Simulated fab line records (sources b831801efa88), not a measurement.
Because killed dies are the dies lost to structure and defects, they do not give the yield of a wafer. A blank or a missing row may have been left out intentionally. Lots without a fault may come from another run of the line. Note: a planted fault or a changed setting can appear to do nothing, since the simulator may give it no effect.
2 desks looking at one fault    flow sky130    numbers are kept per desk, each desk with only its own; the story behind them comes last

METROLOGY DESK
Means of the sampled wafers that have a number, per lot and without regard to the tool the lot ran on: this is what the gauges read. The brackets show how far a lot's mean lies from the usual mean; more than 4 standard deviations puts the lot out of limits, marked OUT.
Columns: A = cd_nm at SKY_FIELD_ISO_CD_MEAS_13, usual 149.9 nm; B = FIELD_ISO_OXIDATION_01_THK at SKY_FIELD_ISO_THK_MEAS_23, usual 9.99 nm; C = FIELD_ISO_CVD_24_THK at SKY_FIELD_ISO_THK_MEAS_25, usual 599 nm
lot   first seen here  A      B      C
L268  day 2 06:55      150.2  9.99   605
L271  day 2 21:56      151.2  9.85   608
L276  day 3 22:08      149.8  10.22  600
L277  day 4 03:43      150.4  10.21  610
L278  day 4 07:55      149.2  9.83   601
L282  day 5 04:35      148.5  9.71   598
This desk's finding: nothing out of limits on any of the 6 lots.

TOOL OWNER'S DESK, rie_si-01
The tool's own readings at SKY_FIELD_ISO_ETCH_17 (etches Si in HBr/Cl2/O2, target depth 342 nm, time 97.7 s): means of the sampled wafers that have a number, for each lot that ran on this tool. The brackets show how far a lot's mean lies from the usual mean; more than 4 standard deviations puts the lot out of limits, marked OUT.
Columns: A = drypump_motor_current_A at SKY_FIELD_ISO_ETCH_17, usual 5.9 A; B = oes_product_au at SKY_FIELD_ISO_ETCH_17, usual 1.005 a.u.; C = rf_fwd_power_W at SKY_FIELD_ISO_ETCH_17, usual 596.3 W; D = run_length_s at SKY_FIELD_ISO_ETCH_17, usual 125.9 s; E = throttle_valve_pct at SKY_FIELD_ISO_ETCH_17, usual 25.653 %
lot   first seen here  A    B      C      D                       E
L268  day 2 07:14      5.8  0.994  595.3  125.8                   25.654
L276  day 3 22:25      6.2  0.993  -      78.7 (-99 or more) OUT  25.661
L277  day 4 04:02      6.2  0.994  -      78.7 (-99 or more) OUT  25.667
This desk's finding: out of limits on L276, L277; first on L276, day 3 22:25 (run_length_s at SKY_FIELD_ISO_ETCH_17). Within limits: L268.

BROUGHT TOGETHER
The tool owner's desk had the chance to raise an alarm at day 3 22:25 on L276, L277.
At the metrology desk, nothing out of limits was observed.
The metrology desk holds a record of L276, L277, inside its limits.
All the named lots went through SKY_FIELD_ISO_ETCH_17 on rie_si-01.

WHAT WAS PUT IN BY THE SIMULATOR
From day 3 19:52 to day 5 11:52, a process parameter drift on rie_si-01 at SKY_FIELD_ISO_ETCH_17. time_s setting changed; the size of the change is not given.
Lots struck among those shown: L276, L277.
How many hours passed from the start of the fault until each desk's first out-of-limits reading: the tool owner's desk, 3.
